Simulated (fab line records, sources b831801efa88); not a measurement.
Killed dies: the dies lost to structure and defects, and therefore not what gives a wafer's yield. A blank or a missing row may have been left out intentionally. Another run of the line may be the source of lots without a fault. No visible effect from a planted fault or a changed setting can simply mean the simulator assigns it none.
The tool behind it: which one?	flow sky130	72 wafers from 24 lots sampled at 5 of the route's 708 steps

WHAT THE GAUGES SHOWED, per wafer
SKY_VIA3_CD_MEAS_12: target cd 200 nm.
lot	measured	on	cd nm (nm)
L074	day 39 11:08	cd sem-02	198.4 199.4 198.2
L075	day 39 17:38	cd sem-01	200.6 200.5 198.7
L076	day 40 02:28	cd sem-01	200.6 200.5 200.9
L077	day 40 13:37	cd sem-01	199.5 197.4 195.9
L078	day 40 14:47	cd sem-01	200.0 199.8 199.5
L079	day 41 03:20	cd sem-02	198.1 199.5 200.8
L080	day 41 14:30	cd sem-01	202.2 200.1 200.9
L081	day 41 17:05	cd sem-02	197.6 198.3 199.3
L082	day 42 00:31	cd sem-01	200.4 199.7 201.1
L083	day 42 09:08	cd sem-01	198.5 198.4 199.4
L084	day 42 15:23	cd sem-02	199.3 200.3 199.7
L085	day 42 17:25	cd sem-02	200.5 201.2 201.8
L086	day 43 02:48	cd sem-02	201.9 203.0 202.5
L087	day 43 12:20	cd sem-02	202.7 201.8 201.7
L088	day 43 22:44	cd sem-01	200.6 201.5 199.7
L089	day 44 06:20	cd sem-02	198.4 199.3 198.7
L090	day 44 12:59	cd sem-02	199.1 197.9 199.5
L091	day 45 02:05	cd sem-02	199.6 200.7 200.8
L092	day 45 03:06	cd sem-01	196.1 195.9 195.5
L093	day 45 08:47	cd sem-02	200.6 202.9 203.3
L094	day 45 09:14	cd sem-01	200.9 201.9 201.0
L095	day 45 15:14	cd sem-02	202.0 202.2 201.8
L097	day 45 20:52	cd sem-02	200.7 200.7 198.8
L096	day 45 23:01	cd sem-02	200.0 200.2 197.5

SKY_PASSIVATION_THK_MEAS_03.
lot	measured	on	PASSIVATION_CVD_02_THK (nm)
L074	day 43 15:56	film metro-01	532 519 538
L075	day 43 23:14	film metro-02	528 530 539
L076	day 44 08:03	film metro-02	524 536 538
L077	day 44 15:34	film metro-03	531 543 546
L078	day 44 17:55	film metro-01	544 550 553
L079	day 45 05:43	film metro-01	542 549 549
L080	day 45 14:56	film metro-01	529 532 533
L081	day 45 17:44	film metro-02	546 533 551
L082	day 45 22:48	film metro-01	551 534 542
L083	day 46 06:24	film metro-01	537 531 536
L084	day 46 13:01	film metro-02	550 546 557
L085	day 46 15:01	film metro-01	539 535 547
L086	day 46 23:21	film metro-03	534 544 546
L087	day 47 07:19	film metro-01	525 540 531
L088	day 47 17:44	film metro-01	535 545 547
L089	day 47 22:30	film metro-03	539 539 538
L090	day 48 06:45	film metro-03	533 551 541
L091	day 48 16:43	film metro-01	540 544 549
L092	day 48 18:00	film metro-01	557 544 564
L093	day 48 21:17	film metro-03	537 545 556
L094	day 48 22:44	film metro-02	537 547 540
L095	day 49 04:12	film metro-03	522 541 545
L097	day 49 09:06	film metro-01	540 549 557
L096	day 49 10:35	film metro-01	547 553 552

EACH LOT AND THE TOOL THAT RAN IT (in order: tool; ch and the chambers of the sampled wafers; start)
lot	SKY_METAL1_SPUTTER_00	SKY_METAL2_SPUTTER_04	SKY_METAL2_DESCUM_17
L074	pvd sputter-04, day 31 11:23	pvd sputter-03, day 33 19:58	rie metal-01 ch 0,1, day 34 22:56
L075	pvd sputter-01, day 31 17:22	pvd sputter-02, day 34 01:57	rie metal-04 ch 1, day 35 04:20
L076	pvd sputter-04, day 32 04:18	pvd sputter-02, day 34 12:49	rie metal-02 ch 0,1, day 35 15:02
L077	pvd sputter-04, day 32 17:02	pvd sputter-02, day 35 01:35	rie metal-04 ch 0,1, day 36 04:06
L078	pvd sputter-02, day 32 18:55	pvd sputter-01, day 35 02:48	rie metal-02 ch 0,1, day 36 04:45
L079	pvd sputter-04, day 33 08:34	pvd sputter-02, day 35 16:15	rie metal-01 ch 0, day 36 18:08
L080	pvd sputter-02, day 33 19:56	pvd sputter-02, day 36 03:59	rie metal-04 ch 0,1, day 37 06:08
L081	pvd sputter-01, day 34 00:11	pvd sputter-03, day 36 07:26	rie metal-01 ch 0,1, day 37 08:35
L082	pvd sputter-02, day 34 06:08	pvd sputter-02, day 36 14:19	rie metal-01 ch 0,1, day 37 16:14
L083	pvd sputter-04, day 34 17:32	pvd sputter-02, day 37 01:01	rie metal-02 ch 0,1, day 38 02:41
L084	pvd sputter-01, day 34 22:55	pvd sputter-02, day 37 06:23	rie metal-02 ch 0,1, day 38 08:17
L085	pvd sputter-02, day 35 03:10	pvd sputter-01, day 37 09:40	rie metal-04 ch 0,1, day 38 11:38
L086	pvd sputter-02, day 35 12:32	pvd sputter-01, day 37 19:47	rie metal-04 ch 0,1, day 38 21:35
L087	pvd sputter-01, day 35 22:44	pvd sputter-01, day 38 05:57	rie metal-01 ch 0,1, day 39 07:20
L088	pvd sputter-04, day 36 10:34	pvd sputter-03, day 38 17:23	rie metal-02 ch 0,1, day 39 18:41
L089	pvd sputter-02, day 36 20:13	pvd sputter-02, day 39 02:21	rie metal-04 ch 0,1, day 40 02:59
L090	pvd sputter-02, day 37 05:25	pvd sputter-02, day 39 10:57	rie metal-01 ch 0,1, day 40 11:23
L091	pvd sputter-01, day 37 18:11	pvd sputter-01, day 40 00:26	rie metal-01 ch 0,1, day 41 00:53
L092	pvd sputter-04, day 37 20:17	pvd sputter-03, day 40 02:08	rie metal-01 ch 0,1, day 41 02:36
L093	pvd sputter-01, day 38 01:24	pvd sputter-01, day 40 07:22	rie metal-01 ch 0,1, day 41 08:20
L094	pvd sputter-01, day 38 04:37	pvd sputter-03, day 40 09:39	rie metal-02 ch 0, day 41 09:35
L095	pvd sputter-04, day 38 10:49	pvd sputter-02, day 40 15:30	rie metal-01 ch 0,1, day 41 15:29
L097	pvd sputter-04, day 38 18:55	pvd sputter-03, day 40 23:04	rie metal-04 ch 0,1, day 41 23:11
L096	pvd sputter-04, day 38 21:58	pvd sputter-03, day 41 01:27	rie metal-01 ch 0,1, day 42 02:20
- SKY_METAL1_SPUTTER_00: material Ti, target thk 15 nm, time 10 s.
- SKY_METAL2_SPUTTER_04: material TiN, target thk 70 nm, time 58.3 s.
- SKY_METAL2_DESCUM_17: chemistry O2, time 8 s.

WHAT THE TOOLS THEMSELVES READ (means of the sampled wafers that have a number; where no wafer has one, the mark that the record gives instead)
SKY_METAL1_SPUTTER_00.
lot	tool	throttle valve pct (%)
L074	pvd sputter-04	29.9
L075	pvd sputter-01	31.3
L076	pvd sputter-04	28.4
L077	pvd sputter-04	30.0
L078	pvd sputter-02	31.4
L079	pvd sputter-04	29.3
L080	pvd sputter-02	30.3
L081	pvd sputter-01	30.1
L082	pvd sputter-02	31.4
L083	pvd sputter-04	29.7
L084	pvd sputter-01	29.9
L085	pvd sputter-02	31.3
L086	pvd sputter-02	31.4
L087	pvd sputter-01	29.6
L088	pvd sputter-04	30.0
L089	pvd sputter-02	31.4
L090	pvd sputter-02	30.5
L091	pvd sputter-01	30.1
L092	pvd sputter-04	29.3
L093	pvd sputter-01	29.5
L094	pvd sputter-01	30.7
L095	pvd sputter-04	29.9
L097	pvd sputter-04	29.1
L096	pvd sputter-04	28.9

SKY_METAL2_SPUTTER_04.
lot	tool	throttle valve pct (%)
L074	pvd sputter-03	30.5
L075	pvd sputter-02	31.5
L076	pvd sputter-02	30.2
L077	pvd sputter-02	30.1
L078	pvd sputter-01	30.2
L079	pvd sputter-02	31.5
L080	pvd sputter-02	30.6
L081	pvd sputter-03	30.3
L082	pvd sputter-02	31.6
L083	pvd sputter-02	31.2
L084	pvd sputter-02	31.4
L085	pvd sputter-01	30.5
L086	pvd sputter-01	30.4
L087	pvd sputter-01	29.6
L088	pvd sputter-03	29.6
L089	pvd sputter-02	31.3
L090	pvd sputter-02	30.4
L091	pvd sputter-01	30.7
L092	pvd sputter-03	30.0
L093	pvd sputter-01	30.6
L094	pvd sputter-03	30.6
L095	pvd sputter-02	31.6
L097	pvd sputter-03	29.6
L096	pvd sputter-03	30.2

SKY_METAL2_DESCUM_17.
lot	tool	drypump motor current A (A)	oes product au (a.u.)
L074	rie metal-01	5.6	1.005
L075	rie metal-04	4.9	1.004
L076	rie metal-02	5.6	1.009
L077	rie metal-04	5.3	0.999
L078	rie metal-02	5.5	0.996
L079	rie metal-01	6.4	1.006
L080	rie metal-04	5.1	0.984
L081	rie metal-01	6.0	1.007
L082	rie metal-01	5.7	1.006
L083	rie metal-02	5.6	0.997
L084	rie metal-02	5.6	0.992
L085	rie metal-04	5.1	0.983
L086	rie metal-04	5.1	0.987
L087	rie metal-01	5.7	1.003
L088	rie metal-02	5.6	0.989
L089	rie metal-04	5.3	0.999
L090	rie metal-01	6.0	0.999
L091	rie metal-01	6.0	0.999
L092	rie metal-01	6.0	0.995
L093	rie metal-01	6.0	1.001
L094	rie metal-02	5.7	1.000
L095	rie metal-01	6.0	1.005
L097	rie metal-04	5.3	0.987
L096	rie metal-01	5.7	1.000

THE ANSWER, worked out from the rows above alone
Rule: the lots themselves supply what counts as usual. The widest of any qualifying gaps counts: lots, ordered by their means at a reading, are off when they make up no more than a third of the lots, leave a main group of 4 or more, and stand apart from it by 3 or more times the standard deviation of that group's means. A main group whose means are all the same, to the digits that the tables above print for the reading, isn't used. A lot without any number at a reading at which 4 lots or more have one is off too. Any other lot the step has rows for is counted as sound. Order of review: gauges by route order, followed by the tools' own readings, for which a lot's mean as printed above is used. At the first step where some lot is off, the reading lying furthest off is the one used; lots without a number count as furthest.
Across all readings shown, no lot is off: no conclusion can be drawn from this.

WHAT THE SIMULATOR HAD PUT IN
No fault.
